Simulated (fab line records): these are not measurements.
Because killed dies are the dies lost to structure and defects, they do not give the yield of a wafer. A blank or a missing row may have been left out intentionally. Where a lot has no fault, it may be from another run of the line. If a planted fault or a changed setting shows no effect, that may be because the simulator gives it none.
fab line records	flow sky130
record lots=5	wafers=15	lastDay=49
route steps=708 shown SD_N@353 SD_P@359 RES_XHIGH@360 SALICIDE@361 LI_CONTACT@362
lots with no fault: from the same line, run without faults
startH: hours from the record's opening day to when the first of the lot's shown wafers began	waitH: hours from the lot's prior step to this one	" identical to the entry in the row above	L1.1+2: a single row standing in for several wafers	- no value, or no start given	* or withheld: withheld	< > ~ a bound
route shown NAME@n: names a module that has steps shown in the file, with the first one's number in the route	usual: mean and standard deviation over wafers with no fault	same: alike in all rows	chamber/n: place in a boat	sites: per-site readings	_std_site: how widely they spread, as a standard deviation	_edge_site: inner sites' mean taken away from outer sites' mean	radiusMm: for every site, how far away it sits from the centre of the wafer	mask NAME#n: copy n	behind: the tool/chamber that last shaped the wafer	hold: why the lot was held/for how many hours/how that ended	device: which transistor (n, p or np) failed to switch	end of line: the route-end tests of the same wafers	where a step has no rows: the recipe by itself	killed: at the first sort, the dies lost to defects and structure; wafer yield is something else	map: dies across one wafer; x = killed, . = not, _ = none there
set.NAME: setting as actually run; set.NAME@STEP: the setting as run at that earlier step	model.NAME: the simulator's own value behind a step, which no gauge read
lots seen at some steps along the route; tables by step, rows by wafer
services: when a tool's chamber went out of use (startH, in hours from the record's first day, below 0 if earlier), for how many hours, and the reason
## steps
# step SKY_SD_N_STRIP_11
# recipe chemistry=O2/N2	powerW=1400	pressureMtorr=1500	platenTempC=withheld	o2FlowSccm=3000	n2FlowSccm=300	overashFraction=0.5
# usual drypumpMotorCurrentA=6.1/0.3	oesProductAu=0.527/0.0047	stripTimeToEndpointS=22.57/0.041
lot.wafer	tool	chamber	startH	waitH	drypumpMotorCurrentA	oesProductAu	rfHoursCounterH	stripTimeToEndpointS
L081.2	plasmaAsher-02	0	706.93	0.1	5.8	0.525	58	22.51
L081.4	"	1	"	"	5.6	0.538	-	22.51
L081.5	"	0	"	"	5.8	0.522	-	22.56
L082.1	plasmaAsher-01	1	714.17	0.1	5.9	0.521	104	22.62
L082.4	"	0	"	"	6.4	0.529	-	22.60
L082.5	"	1	"	"	5.9	0.536	-	22.60
L084.2	plasmaAsher-03	1	724.87	0.1	6.0	0.520	28	22.65
L084.3	"	1	"	"	6.1	0.531	-	22.59
L084.5	"	0	"	"	6.4	0.535	-	22.63
L093.3	plasmaAsher-02	0	787.70	0.1	5.8	0.529	-	22.51
L093.5	"	0	"	"	5.8	0.525	-	22.52
L093.6	"	1	"	"	5.6	0.525	-	22.52
L095.4	plasmaAsher-03	1	804.31	0.1	6.0	0.534	-	22.54
L095.5	"	0	"	"	6.4	0.531	-	22.51
L095.6	"	1	"	"	6.0	0.527	-	22.54
# step SKY_SD_N_TW_MEAS_12
# usual SD_N_TW=3988/18
lot.wafer	tool	chamber	startH	waitH	SD_N_TW
L081.2	filmMetro-01	-	707.04	0.1	3975
L081.4	"	-	"	"	4011
L081.5	"	-	"	"	4001
L082.1	filmMetro-01	-	714.27	0.1	4000
L082.4	"	-	"	"	3987
L082.5	"	-	"	"	3988
L084.2	filmMetro-01	-	724.98	0.1	3972
L084.3	"	-	"	"	3964
L084.5	"	-	"	"	3983
L093.3	filmMetro-04	-	787.79	0.1	3994
L093.5	"	-	"	"	3993
L093.6	"	-	"	"	3977
L095.4	filmMetro-01	-	804.41	0.1	3979
L095.5	"	-	"	"	4030
L095.6	"	-	"	"	4008
# step SKY_SD_N_CLEAN_13
# recipe chemistry=SC1/SC2	mix=1:4:20	tempC=70	timeS=150	dry=n2Spin
lot.wafer	tool	chamber	startH	waitH
L081.2+4+5	wetBench-03	1	707.09	0.0
L082.1+4+5	wetBench-02	3	714.33	0.1
L084.2+3+5	wetBench-02	3	725.03	0.0
L093.3+5+6	wetBench-01	0	787.83	0.0
L095.4+5+6	wetBench-02	2	804.44	0.0
# step SKY_SD_N_RTA_14
# recipe tempC=1075	timeS=2	idleTempC=650	rampUpCPerS=150	rampDownCPerS=90	ambient=N2
# usual lampPowerPct=15.73/0.053	wafer_temp_C_max=1078.2/1.5
lot.wafer	tool	chamber	startH	waitH	lampPowerPct	wafer_temp_C_max
L081.2	rtpAnneal-02	0	707.15	0.0	15.69	1076.1
L081.4	"	0	"	"	15.64	1078.5
L081.5	"	0	"	"	15.79	1077.2
L082.1	rtpAnneal-01	0	714.38	0.0	15.69	1078.0
L082.4	"	0	"	"	15.86	1077.1
L082.5	"	0	"	"	15.69	1076.6
L084.2	rtpAnneal-01	0	725.09	0.0	15.69	1078.0
L084.3	"	0	"	"	15.73	1079.8
L084.5	"	0	"	"	15.70	1077.5
L093.3	rtpAnneal-02	0	787.90	0.0	15.77	1080.8
L093.5	"	0	"	"	15.70	1077.3
L093.6	"	0	"	"	15.69	1078.7
L095.4	rtpAnneal-02	0	804.51	0.0	15.75	1078.2
L095.5	"	0	"	"	15.75	1078.3
L095.6	"	0	"	"	15.78	1076.5
# step SKY_SD_N_RS_MEAS_16
# recipe thkMeasGauge=four-point-probe
# usual SD_N_RS=68.51/0.15
lot.wafer	tool	chamber	startH	waitH	SD_N_RS[ohm/sq]
L081.2	filmMetro-02	-	707.33	0.1	68.70
L081.4	"	-	"	"	68.66
L081.5	"	-	"	"	68.48
L082.1	filmMetro-01	-	714.55	0.1	68.67
L082.4	"	-	"	"	68.54
L082.5	"	-	"	"	68.42
L084.2	filmMetro-04	-	725.27	0.1	68.38
L084.3	"	-	"	"	68.37
L084.5	"	-	"	"	68.26
L093.3	filmMetro-02	-	788.09	0.1	68.60
L093.5	"	-	"	"	68.46
L093.6	"	-	"	"	68.64
L095.4	filmMetro-01	-	804.72	0.1	68.67
L095.5	"	-	"	"	68.57
L095.6	"	-	"	"	68.71
# step SKY_SD_N_RS_MEAS_17
# recipe thkMeasGauge=four-point-probe
# usual SD_P_RS=147.0/0.41
lot.wafer	tool	chamber	startH	waitH	SD_P_RS[ohm/sq]
L081.2	filmMetro-02	-	707.45	0.1	147.4
L081.4	"	-	"	"	147.6
L081.5	"	-	"	"	147.2
L082.1	filmMetro-01	-	714.67	0.1	147.4
L082.4	"	-	"	"	147.5
L082.5	"	-	"	"	147.4
L084.2	filmMetro-04	-	725.39	0.1	146.5
L084.3	"	-	"	"	146.5
L084.5	"	-	"	"	146.5
L093.3	filmMetro-02	-	788.21	0.1	147.2
L093.5	"	-	"	"	147.0
L093.6	"	-	"	"	147.1
L095.4	filmMetro-01	-	804.84	0.1	147.3
L095.5	"	-	"	"	146.8
L095.6	"	-	"	"	146.6
# step SKY_SD_N_RS_MEAS_18
# recipe thkMeasGauge=four-point-probe
# usual RES_XHIGH_RS=332.8/1.2
lot.wafer	tool	chamber	startH	waitH	RES_XHIGH_RS[ohm/sq]
L081.2	filmMetro-02	-	707.57	0.1	332.6
L081.4	"	-	"	"	333.6
L081.5	"	-	"	"	331.1
L082.1	filmMetro-01	-	714.79	0.1	332.5
L082.4	"	-	"	"	332.7
L082.5	"	-	"	"	332.6
L084.2	filmMetro-04	-	725.51	0.1	330.1
L084.3	"	-	"	"	330.0
L084.5	"	-	"	"	331.0
L093.3	filmMetro-02	-	788.33	0.1	334.2
L093.5	"	-	"	"	332.7
L093.6	"	-	"	"	332.5
L095.4	filmMetro-01	-	804.96	0.1	330.8
L095.5	"	-	"	"	332.2
L095.6	"	-	"	"	331.5
# step SKY_SALICIDE_CLEAN_00
# recipe chemistry=HF-last	timeS=30	dilution=100:1	dry=ipaMarangoni
lot.wafer	tool	chamber	startH	waitH
L081.2+4+5	wetBench-04	3	707.67	0.1
L082.1+4+5	wetBench-03	0	714.91	0.1
L084.2+3+5	wetBench-01	1	725.61	0.1
L093.3+5+6	wetBench-03	3	788.41	0.1
L095.4+5+6	wetBench-01	0	805.02	0.0
# step SKY_LI_CONTACT_HDPCVD_00
# recipe material=PSG	targetThkNm=930	sigmaOpenFrac=0.3	timeS=155	tempC=600	sih4FlowSccm=60	pressureMtorr=6
lot.wafer	tool	chamber	startH	waitH
L081.2+4+5	hdpcvd-02	0,0,2	707.69	0.0
L082.1+4+5	hdpcvd-02	1,1,2	714.93	0.0
L084.2+3+5	hdpcvd-02	1,0,1	725.63	0.0
L093.3+5+6	hdpcvd-02	0,0,2	788.43	0.0
L095.4+5+6	hdpcvd-02	1,2,0	805.09	0.1
# step SKY_LI_CONTACT_THK_MEAS_01
# recipe reads=PSG_of_LI_CONTACT_HDPCVD_00
# usual LI_CONTACT_HDPCVD_THK=932/8
lot.wafer	tool	chamber	startH	waitH	LI_CONTACT_HDPCVD_THK[nm]
L081.2	filmMetro-04	-	707.80	0.1	933
L081.4	"	-	"	"	937
L081.5	"	-	"	"	938
L082.1	filmMetro-04	-	715.03	0.1	936
L082.4	"	-	"	"	927
L082.5	"	-	"	"	939
L084.2	filmMetro-01	-	725.74	0.1	927
L084.3	"	-	"	"	915
L084.5	"	-	"	"	919
L093.3	filmMetro-01	-	788.55	0.1	936
L093.5	"	-	"	"	934
L093.6	"	-	"	"	943
L095.4	filmMetro-04	-	805.17	0.0	932
L095.5	"	-	"	"	927
L095.6	"	-	"	"	929
# step SKY_LI_CONTACT_CMP_02
# recipe material=PSG	downForcePsi=4	platenRpm=60	padVelocityMS=0.94248
# usual motorCurrentA=12.9/0.98	retainingRingPressureFrac=1.000/0.0045	timeToEndpointS=31.8/2.4
lot.wafer	tool	chamber	startH	waitH	motorCurrentA	retainingRingPressureFrac	timeToEndpointS
L081.2	cmp-01	1	708.32	0.5	14.5	0.996	30.5
L081.4	"	0	"	"	13.4	1.003	30.8
L081.5	"	2	"	"	12.5	0.995	31.0
L082.1	cmp-01	3	715.29	0.2	12.1	1.001	32.9
L082.4	"	2	"	"	12.2	0.992	32.8
L082.5	"	3	"	"	12.6	0.993	33.4
L084.2	cmp-01	0	725.79	0.0	12.9	0.994	32.4
L084.3	"	3	"	"	12.7	1.005	30.8
L084.5	"	0	"	"	12.9	0.997	33.0
L093.3	cmp-01	0	788.74	0.2	12.8	0.995	29.6
L093.5	"	1	"	"	14.6	1.001	26.4
L093.6	"	2	"	"	12.7	1.003	29.0
L095.4	cmp-01	2	805.25	0.1	13.3	1.008	33.5
L095.5	"	1	"	"	13.7	1.001	32.5
L095.6	"	2	"	"	12.6	1.008	32.7
# step SKY_LI_CONTACT_BOW_MEAS_03
# recipe mode=bow
# usual LI_CONTACT_BOW=55/7
lot.wafer	tool	chamber	startH	waitH	LI_CONTACT_BOW[um]
L081.2	filmMetro-02	-	708.64	0.3	60
L081.4	"	-	"	"	58
L081.5	"	-	"	"	61
L082.1	filmMetro-04	-	715.61	0.3	67
L082.4	"	-	"	"	54
L082.5	"	-	"	"	50
L084.2	filmMetro-02	-	726.11	0.3	66
L084.3	"	-	"	"	54
L084.5	"	-	"	"	51
L093.3	filmMetro-02	-	788.93	0.1	58
L093.5	"	-	"	"	53
L093.6	"	-	"	"	53
L095.4	filmMetro-02	-	805.56	0.3	67
L095.5	"	-	"	"	47
L095.6	"	-	"	"	57
# step SKY_LI_CONTACT_DEHYDRATE_04
# recipe tempC=200	timeS=60
# usual chillPlateTempC=23.00/0.1
lot.wafer	tool	chamber	startH	waitH	chillPlateTempC
L081.2	lithoTrack-01	0	721.78	13.1	22.98
L081.4	"	0	"	"	22.90
L081.5	"	0	"	"	22.96
L082.1	lithoTrack-01	0	728.96	13.3	22.95
L082.4	"	0	"	"	22.96
L082.5	"	0	"	"	23.03
L084.2	lithoTrack-02	0	739.39	13.3	23.00
L084.3	"	0	"	"	23.04
L084.5	"	0	"	"	22.76
L093.3	lithoTrack-01	0	801.56	12.6	23.15
L093.5	"	0	"	"	23.05
L093.6	"	0	"	"	23.16
L095.4	lithoTrack-01	0	817.98	12.4	22.85
L095.5	"	0	"	"	22.99
L095.6	"	0	"	"	23.05
# step SKY_LI_CONTACT_HMDS_05
# recipe primeTimeS=60	primeTempC=120
# usual chillPlateTempC=23.01/0.11	primeTempC=119.98/0.13
# same primeTimeS=60
lot.wafer	tool	chamber	startH	waitH	chillPlateTempC	primeTempC
L081.2	lithoTrack-01	0	721.93	0.1	22.88	120.11
L081.4	"	0	"	"	22.95	120.01
L081.5	"	0	"	"	22.88	120.36
L082.1	lithoTrack-01	0	729.11	0.1	23.09	119.99
L082.4	"	0	"	"	23.04	119.77
L082.5	"	0	"	"	23.11	119.82
L084.2	lithoTrack-02	0	739.54	0.1	23.18	119.63
L084.3	"	0	"	"	22.95	119.85
L084.5	"	0	"	"	23.14	119.75
L093.3	lithoTrack-01	0	801.71	0.1	23.07	120.13
L093.5	"	0	"	"	22.96	119.87
L093.6	"	0	"	"	22.95	120.04
L095.4	lithoTrack-01	0	818.13	0.1	23.03	120.13
L095.5	"	0	"	"	22.98	120.15
L095.6	"	0	"	"	23.06	120.03
# step SKY_LI_CONTACT_COAT_06
# recipe resist=BARC	tempC=withheld	timeS=withheld	spinRpm=3000	resistThkNm=60
# usual chillPlateTempC=*	spinSpeedRpm=3000.1/1.6
lot.wafer	tool	chamber	startH	waitH	chillPlateTempC	spinSpeedRpm
L081.2	lithoTrack-01	0	722.08	0.1	*	2999.1
L081.4	"	0	"	"	*	3000.8
L081.5	"	0	"	"	*	2999.4
L082.1	lithoTrack-01	0	729.26	0.1	*	2999.4
L082.4	"	0	"	"	*	3001.1
L082.5	"	0	"	"	*	2999.7
L084.2	lithoTrack-02	0	739.69	0.1	*	3000.2
L084.3	"	0	"	"	*	2999.9
L084.5	"	0	"	"	*	3000.4
L093.3	lithoTrack-01	0	801.86	0.1	*	2998.9
L093.5	"	0	"	"	*	3002.3
L093.6	"	0	"	"	*	3002.0
L095.4	lithoTrack-01	0	818.28	0.1	*	3001.1
L095.5	"	0	"	"	*	2998.8
L095.6	"	0	"	"	*	3000.1
# step SKY_LI_CONTACT_COAT_07
# recipe resist=KrF-thick	spinRpm=3000	resistThkNm=450
# usual chillPlateTempC=22.99/0.092	spinSpeedRpm=3000.0/1.7
lot.wafer	tool	chamber	startH	waitH	chillPlateTempC	spinSpeedRpm
L081.2	lithoTrack-01	0	-	-	23.00	3000.1
L081.4	"	0	"	"	22.86	3000.2
L081.5	"	0	"	"	23.14	3000.6
L082.1	lithoTrack-01	0	-	-	23.10	2999.9
L082.4	"	0	"	"	22.89	2999.9
L082.5	"	0	"	"	22.97	2999.3
L084.2	lithoTrack-02	0	-	-	22.90	2998.8
L084.3	"	0	"	"	22.91	2998.2
L084.5	"	0	"	"	22.92	2999.1
L093.3	lithoTrack-01	0	-	-	22.98	2999.6
L093.5	"	0	"	"	22.97	2997.8
L093.6	"	0	"	"	22.98	2998.3
L095.4	lithoTrack-01	0	-	-	22.84	2999.1
L095.5	"	0	"	"	22.99	3000.2
L095.6	"	0	"	"	22.98	2997.1
# step SKY_LI_CONTACT_SOFTBAKE_08
# recipe tempC=100	timeS=90	resist=KrF-thick
# usual chillPlateTempC=23.02/0.11
lot.wafer	tool	chamber	startH	waitH	chillPlateTempC
L081.2	lithoTrack-01	0	-	-	23.02
L081.4	"	0	"	"	23.15
L081.5	"	0	"	"	23.02
L082.1	lithoTrack-01	0	-	-	23.17
L082.4	"	0	"	"	23.16
L082.5	"	0	"	"	23.08
L084.2	lithoTrack-02	0	-	-	23.20
L084.3	"	0	"	"	23.12
L084.5	"	0	"	"	23.09
L093.3	lithoTrack-01	0	-	-	23.11
L093.5	"	0	"	"	22.87
L093.6	"	0	"	"	23.17
L095.4	lithoTrack-01	0	-	-	23.20
L095.5	"	0	"	"	23.06
L095.6	"	0	"	"	23.15
# step SKY_LI_CONTACT_EXPOSE_09
# recipe maskId=LICM1	na=0.8	sourceShape=annular	sigmaInner=0.55	sigmaOuter=0.85	targetCdNm=170	doseMj=38
# same na=0.8
lot.wafer	tool	chamber	startH	waitH	mask
L081.2+4+5	krfScanner-01	0	-	-	LICM1#0
L082.1+4+5	krfScanner-02	0	-	-	LICM1#0
L084.2+3+5	krfScanner-02	0	-	-	LICM1#0
L093.3+5+6	krfScanner-01	0	-	-	LICM1#0
L095.4+5+6	krfScanner-02	0	-	-	LICM1#0
# step SKY_LI_CONTACT_PEB_10
# recipe pebTempC=withheld	pebTimeS=withheld	resist=KrF-thick
# usual chillPlateTempC=*
lot.wafer	tool	chamber	startH	waitH	chillPlateTempC
L081.2	lithoTrack-02	0	-	-	*
L081.4	"	0	"	"	*
L081.5	"	0	"	"	*
L082.1	lithoTrack-02	0	-	-	*
L082.4	"	0	"	"	*
L082.5	"	0	"	"	*
L084.2	lithoTrack-02	0	-	-	*
L084.3	"	0	"	"	*
L084.5	"	0	"	"	*
L093.3	lithoTrack-03	0	-	-	*
L093.5	"	0	"	"	*
L093.6	"	0	"	"	*
L095.4	lithoTrack-02	0	-	-	*
L095.5	"	0	"	"	*
L095.6	"	0	"	"	*
# step SKY_LI_CONTACT_DEVELOP_11
# recipe developTimeS=60	resist=KrF-thick	devTempC=21
# usual chillPlateTempC=23.01/0.11
lot.wafer	tool	chamber	startH	waitH	chillPlateTempC
L081.2	lithoTrack-02	0	-	-	23.10
L081.4	"	0	"	"	23.04
L081.5	"	0	"	"	23.03
L082.1	lithoTrack-02	0	-	-	22.96
L082.4	"	0	"	"	22.99
L082.5	"	0	"	"	22.92
L084.2	lithoTrack-02	0	-	-	23.21
L084.3	"	0	"	"	22.95
L084.5	"	0	"	"	23.03
L093.3	lithoTrack-03	0	-	-	22.98
L093.5	"	0	"	"	22.88
L093.6	"	0	"	"	23.13
L095.4	lithoTrack-02	0	-	-	23.07
L095.5	"	0	"	"	23.11
L095.6	"	0	"	"	23.14
# step SKY_LI_CONTACT_CD_MEAS_12
# recipe targetCdNm=170
# usual cdNm=170.1/1.4
lot.wafer	tool	chamber	startH	waitH	cdNm
L081.2	cdSem-01	-	736.30	-	167.9
L081.4	"	-	"	"	168.1
L081.5	"	-	"	"	167.7
L082.1	cdSem-01	-	743.32	-	172.6
L082.4	"	-	"	"	171.1
L082.5	"	-	"	"	172.9
L084.2	cdSem-01	-	754.09	-	170.0
L084.3	"	-	"	"	172.0
L084.5	"	-	"	"	171.0
L093.3	cdSem-01	-	815.17	-	171.6
L093.5	"	-	"	"	171.9
L093.6	"	-	"	"	171.7
L095.4	cdSem-01	-	831.33	-	170.3
L095.5	"	-	"	"	171.6
L095.6	"	-	"	"	171.7
# step SKY_LI_CONTACT_OVL_MEAS_13
# usual LI_CONTACT_OVL=3/5.3
lot.wafer	tool	chamber	startH	waitH	LI_CONTACT_OVL[nm]
L081.2	overlay-01	-	736.41	0.1	-1
L081.4	"	-	"	"	4
L081.5	"	-	"	"	-3
L082.1	overlay-01	-	743.44	0.1	6
L082.4	"	-	"	"	1
L082.5	"	-	"	"	2
L084.2	overlay-01	-	754.20	0.1	-11
L084.3	"	-	"	"	-8
L084.5	"	-	"	"	-6
L093.3	overlay-01	-	815.26	0.1	1
L093.5	"	-	"	"	3
L093.6	"	-	"	"	-2
L095.4	overlay-01	-	831.41	0.1	-5
L095.5	"	-	"	"	3
L095.6	"	-	"	"	-3
# step SKY_LI_CONTACT_ETCH_14
# recipe chemistry=N2/H2	target=BARC	ionEnergyEv=200	sourceW=500	biasW=100	pressureMtorr=30	n2FlowSccm=100	h2FlowSccm=200	stopOn=SiO2	timeS=45.9	targetDepthA=600
# usual drypumpMotorCurrentA=5.7/0.45	oesProductAu=0.855/0.0046	rfFwdPowerW=495.5/2.1	throttleValvePct=13.226/0.009
lot.wafer	tool	chamber	startH	waitH	drypumpMotorCurrentA	oesProductAu	rfFwdPowerW	rfHoursCounterH	throttleValvePct
L081.2	rieDiel-02	3	736.44	0.0	6.3	0.849	497.6	9	13.248
L081.4	"	0	"	"	5.9	0.849	495.1	13	13.231
L081.5	"	3	"	"	6.3	0.862	498.1	-	13.238
L082.1	rieDiel-02	0	743.48	0.0	5.9	0.857	493.6	13	13.236
L082.4	"	1	"	"	5.3	0.861	494.6	12	13.244
L082.5	"	0	"	"	5.9	0.857	492.4	-	13.235
L084.2	rieDiel-01	2	754.23	0.0	5.4	0.856	496.7	5	13.240
L084.3	"	3	"	"	5.1	0.853	493.9	15	13.220
L084.5	"	1	"	"	5.3	0.859	495.9	-	13.212
L093.3	rieDiel-02	0	815.29	0.0	5.9	0.850	493.9	14	13.211
L093.5	"	1	"	"	5.3	0.855	495.9	-	13.228
L093.6	"	0	"	"	5.9	0.849	494.7	-	13.225
L095.4	rieDiel-02	3	831.43	0.0	6.3	0.849	498.1	11	13.223
L095.5	"	1	"	"	5.3	0.852	494.7	-	13.215
L095.6	"	2	"	"	6.1	0.849	499.2	-	13.217
# step SKY_LI_CONTACT_ETCH_15
# recipe target=PSG	chemistry=C4F8/O2/Ar	stopOn=Si	taperDeg=4.15	maskMaterial=KrF-thick	sourceW=1500	biasW=1200	pressureMtorr=40	c4f8FlowSccm=withheld	O2_flow_sccm=6	Ar_flow_sccm=300	timeS=withheld	targetDepthA=6000
# usual oesProductAu=0.836/0.0042	rfFwdPowerW=1494/4.8
lot.wafer	tool	chamber	startH	waitH	oesProductAu	rfFwdPowerW
L081.2	rieDiel-02	3	736.48	0.0	0.833	1495
L081.4	"	0	"	"	0.834	1492
L081.5	"	3	"	"	0.834	1500
L082.1	rieDiel-02	0	743.52	0.0	0.838	1489
L082.4	"	1	"	"	0.833	1497
L082.5	"	0	"	"	0.836	1492
L084.2	rieDiel-01	2	754.27	0.0	0.834	1497
L084.3	"	3	"	"	0.848	1486
L084.5	"	1	"	"	0.828	1495
L093.3	rieDiel-02	0	815.33	0.0	0.836	1494
L093.5	"	1	"	"	0.839	1494
L093.6	"	0	"	"	0.851	1488
L095.4	rieDiel-02	3	831.47	0.0	0.839	1496
L095.5	"	1	"	"	0.836	1501
L095.6	"	2	"	"	0.833	1493
# step SKY_LI_CONTACT_STRIP_16
# recipe chemistry=O2/N2	powerW=1400	pressureMtorr=1500	platenTempC=withheld	o2FlowSccm=3000	n2FlowSccm=300	overashFraction=0.5
# usual drypumpMotorCurrentA=5.8/0.33	oesProductAu=0.377/0.0051	stripTimeToEndpointS=3.51/0.038
lot.wafer	tool	chamber	startH	waitH	drypumpMotorCurrentA	oesProductAu	rfHoursCounterH	stripTimeToEndpointS
L081.2	plasmaAsher-02	0	736.57	-	5.8	0.371	62	3.50
L081.4	"	0	"	"	5.8	0.374	-	3.52
L081.5	"	0	"	"	5.8	0.378	-	3.48
L082.1	plasmaAsher-04	0	743.60	-	5.2	0.376	90	3.54
L082.4	"	1	"	"	5.9	0.376	-	3.51
L082.5	"	1	"	"	5.9	0.382	-	3.56
L084.2	plasmaAsher-02	0	754.35	-	5.8	0.376	64	3.46
L084.3	"	0	"	"	5.8	0.374	-	3.52
L084.5	"	0	"	"	5.8	0.382	-	3.53
L093.3	plasmaAsher-04	1	815.45	-	5.9	0.378	-	3.46
L093.5	"	0	"	"	5.2	0.367	-	3.46
L093.6	"	1	"	"	5.9	0.372	-	3.49
L095.4	plasmaAsher-01	0	831.59	-	6.4	0.376	-	3.51
L095.5	"	1	"	"	5.9	0.381	-	3.55
L095.6	"	0	"	"	6.4	0.384	-	3.55
# step SKY_LI_CONTACT_CLEAN_17
# recipe chemistry=NMP	timeS=600	tempC=60	dry=n2Spin
lot.wafer	tool	chamber	startH	waitH
L081.2+4+5	wetBench-03	1	736.67	0.1
L082.1+4+5	wetBench-02	3	743.70	0.1
L084.2+3+5	wetBench-02	1	754.45	0.1
L093.3+5+6	wetBench-02	3	815.51	0.0
L095.4+5+6	wetBench-04	3	831.65	0.0
# step SKY_LI_CONTACT_PRE_CLEAN_18
# recipe gas=Ar	timeS=5.6	biasV=358
lot.wafer	tool	chamber	startH	waitH
L081.2+4+5	pvdSputter-04	-	736.84	0.0
L082.1+4+5	pvdSputter-02	-	743.88	0.0
L084.2+3+5	pvdSputter-04	-	754.63	0.0
L093.3+5+6	pvdSputter-02	-	815.69	0.0
L095.4+5+6	pvdSputter-01	-	831.83	0.0
# step SKY_LI_CONTACT_SPUTTER_19
# recipe material=Ti	targetThkNm=20	chamberPressurePa=5	powerW=2500	substrateTempC=200	timeS=106.37
# usual cathodeDcPowerW=2500.0/0.46	throttleValvePct=30.4/1.2
lot.wafer	tool	chamber	startH	waitH	cathodeDcPowerW	throttleValvePct
L081.2	pvdSputter-04	-	736.86	0.0	2500.3	30.7
L081.4	"	-	"	"	2501.0	29.3
L081.5	"	-	"	"	2499.5	30.8
L082.1	pvdSputter-02	-	743.90	0.0	2500.2	28.6
L082.4	"	-	"	"	2499.9	29.7
L082.5	"	-	"	"	2500.3	28.6
L084.2	pvdSputter-04	-	754.65	0.0	2500.1	31.8
L084.3	"	-	"	"	2500.6	30.6
L084.5	"	-	"	"	2501.1	29.6
L093.3	pvdSputter-02	-	815.71	0.0	2499.4	29.8
L093.5	"	-	"	"	2499.5	30.1
L093.6	"	-	"	"	2500.6	28.5
L095.4	pvdSputter-01	-	831.85	0.0	2499.5	31.1
L095.5	"	-	"	"	2500.0	31.1
L095.6	"	-	"	"	2500.2	33.4
# step SKY_LI_CONTACT_SPUTTER_20
# recipe material=TiN	targetThkNm=20	chamberPressurePa=5	powerW=4000	timeS=80
# usual cathodeDcPowerW=4000.1/0.67	throttleValvePct=30.4/1.2
lot.wafer	tool	chamber	startH	waitH	cathodeDcPowerW	throttleValvePct
L081.2	pvdSputter-04	-	736.94	0.0	3999.4	31.1
L081.4	"	-	"	"	3999.4	29.5
L081.5	"	-	"	"	3999.6	31.0
L082.1	pvdSputter-02	-	743.97	0.0	4000.0	28.8
L082.4	"	-	"	"	3998.6	30.1
L082.5	"	-	"	"	4000.2	28.6
L084.2	pvdSputter-04	-	754.72	0.0	4001.1	32.1
L084.3	"	-	"	"	4001.2	30.7
L084.5	"	-	"	"	4000.2	29.5
L093.3	pvdSputter-02	-	815.78	0.0	3999.5	29.8
L093.5	"	-	"	"	4000.0	30.2
L093.6	"	-	"	"	4000.5	28.6
L095.4	pvdSputter-01	-	831.92	0.0	4001.1	31.0
L095.5	"	-	"	"	3999.9	31.0
L095.6	"	-	"	"	3999.9	33.2
# step SKY_LI_CONTACT_CVD_21
# recipe material=W	targetThkNm=400	timeS=120.56	tempC=400	pressureTorr=40
# usual heaterPowerW=896/47
lot.wafer	tool	chamber	startH	waitH	heaterPowerW
L081.2	cvdW-02	1	737.00	0.0	923
L081.4	"	0	"	"	945
L081.5	"	0	"	"	926
L082.1	cvdW-02	1	744.03	0.0	942
L082.4	"	0	"	"	927
L082.5	"	0	"	"	903
L084.2	cvdW-01	0	754.78	0.0	831
L084.3	"	1	"	"	920
L084.5	"	0	"	"	837
L093.3	cvdW-02	0	815.89	0.1	925
L093.5	"	1	"	"	923
L093.6	"	0	"	"	945
L095.4	cvdW-02	1	832.03	0.1	930
L095.5	"	1	"	"	939
L095.6	"	0	"	"	942
## services
tool	chamber	startH	hours	kind
rieDiel-02	3	688.98	4.5	repair
cmp-01	-	698.29	5.8	repair
krfScanner-02	-	709.23	1.3	pm
krfScanner-02	-	710.53	3.6	pm
wetBench-02	-	715.07	1.9	pm
hdpcvd-02	-	715.41	0.9	repair
cmp-01	-	719.79	2.8	repair
krfScanner-02	-	721.02	4.0	pm
cvdW-02	-	730.66	2.4	repair
cmp-01	-	741.68	0.3	repair
cmp-01	-	744.00	4.0	pm
rieDiel-02	-	744.12	14.6	pm
pvdSputter-02	-	753.55	4.1	repair
cmp-01	-	758.42	2.7	repair
cmp-01	-	765.91	1.6	repair
rieDiel-02	-	776.63	15.6	pm
hdpcvd-02	1	782.14	5.6	repair
cmp-01	-	783.59	1.0	repair
hdpcvd-02	-	785.90	0.8	repair
cmp-01	-	798.95	2.8	repair
pvdSputter-04	-	802.01	10.5	repair
cmp-01	-	817.59	0.5	repair
plasmaAsher-02	-	825.99	0.9	repair
cmp-01	-	826.78	2.1	repair
## key
fault none
